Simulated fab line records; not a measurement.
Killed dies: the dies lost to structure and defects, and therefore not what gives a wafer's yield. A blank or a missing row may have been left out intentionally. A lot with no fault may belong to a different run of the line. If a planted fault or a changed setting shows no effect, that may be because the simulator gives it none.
Chamber matching | flow sky130 | rie_diel-04 running SKY_CONTACT_ETCH_16: 4 sister chambers
The step etches BARC in N2/H2, stops on SiO2, time 45.9 s, target depth 60 nm. 20 wafers are shown with their chamber, then 10 later ones without.

WAFERS PAIRED WITH THEIR CHAMBERS
wafer  | chamber | drypump_motor_current_A (A) | throttle_valve_pct (%) | chamber_pressure_mTorr (mTorr)
L075.1 | 3       | 5.8                         | 13.233                 | 30.00
L075.4 | 1       | 5.7                         | 13.248                 | 30.05
L075.5 | 0       | 5.6                         | 13.211                 | 30.00
L076.1 | 1       | 5.7                         | 13.235                 | 30.02
L076.2 | 0       | 5.5                         | 13.232                 | 29.99
L076.4 | 0       | 5.5                         | 13.224                 | 29.99
L077.1 | 3       | 5.8                         | 13.224                 | 30.00
L077.4 | 1       | 5.8                         | 13.218                 | 30.03
L077.6 | 1       | 5.8                         | 13.250                 | 29.97
L079.1 | 2       | 6.0                         | 13.237                 | 29.94
L079.4 | 1       | 5.7                         | 13.215                 | 29.97
L079.6 | 2       | 6.0                         | 13.241                 | 30.00
L080.1 | 0       | 5.6                         | 13.215                 | 30.06
L080.2 | 2       | 6.0                         | 13.225                 | 30.01
L080.6 | 3       | 5.8                         | 13.217                 | 30.00
L084.2 | 0       | 5.6                         | 13.210                 | 30.02
L084.4 | 3       | 5.8                         | 13.222                 | 30.00
L084.6 | 2       | 6.0                         | 13.238                 | 30.00
L087.1 | 3       | 5.8                         | 13.220                 | 30.01
L087.2 | 0       | 5.5                         | 13.225                 | 30.00

SIGNATURES (means of the wafers above)
reading                 | chamber 0 | chamber 1 | chamber 2 | chamber 3 | scatter within a chamber
drypump_motor_current_A | 5.550     | 5.740     | 6.000     | 5.800     | 0.0411
throttle_valve_pct      | 13.21950  | 13.23320  | 13.23525  | 13.22320  | 0.0105
chamber_pressure_mTorr  | 30.0100   | 30.0080   | 29.9875   | 30.0020   | 0.0274
Rule: distance of a wafer from a chamber = root of the sum over the readings of ((wafer's reading minus chamber's mean) / reading's scatter) squared. The wafer belongs to the nearest chamber; if the next one is less than 2 further off, it can't be placed. The scatter: the root of (the sum of the squares of (reading less its chamber's mean) over the shown wafers, divided by (wafers less chambers)).

WAFERS WHOSE CHAMBER IS MISSING
wafer  | drypump_motor_current_A (A) | throttle_valve_pct (%) | chamber_pressure_mTorr (mTorr)
L087.3 | 5.7                         | 13.210                 | 29.96
L090.2 | 5.8                         | 13.216                 | 30.01
L090.3 | 5.6                         | 13.219                 | 29.94
L090.5 | 5.7                         | 13.236                 | 30.00
L093.2 | 5.8                         | 13.216                 | 30.02
L093.3 | 6.0                         | 13.211                 | 30.00
L093.5 | 5.8                         | 13.231                 | 30.07
L097.1 | 6.0                         | 13.223                 | 29.93
L097.4 | 5.6                         | 13.228                 | 29.99
L097.5 | 5.7                         | 13.213                 | 29.98

CHAMBER TAKEN BY EACH
wafer  | from the rows above          | in truth
L087.3 | can't be placed: 1 or 3 or 0 | 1
L090.2 | can't be placed: 3 or 1      | 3
L090.3 | can't be placed: 0 or 1      | 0
L090.5 | can't be placed: 1 or 3      | 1
L093.2 | can't be placed: 3 or 1      | 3
L093.3 | 2                            | 2
L093.5 | can't be placed: 3 or 1      | 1
L097.1 | 2                            | 2
L097.4 | can't be placed: 0 or 1      | 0
L097.5 | can't be placed: 1 or 3 or 0 | 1
2 of 10 placed correctly. Can't be placed from these rows: 8 (the true chamber is among the candidates in 8). Number placed wrongly: 0.
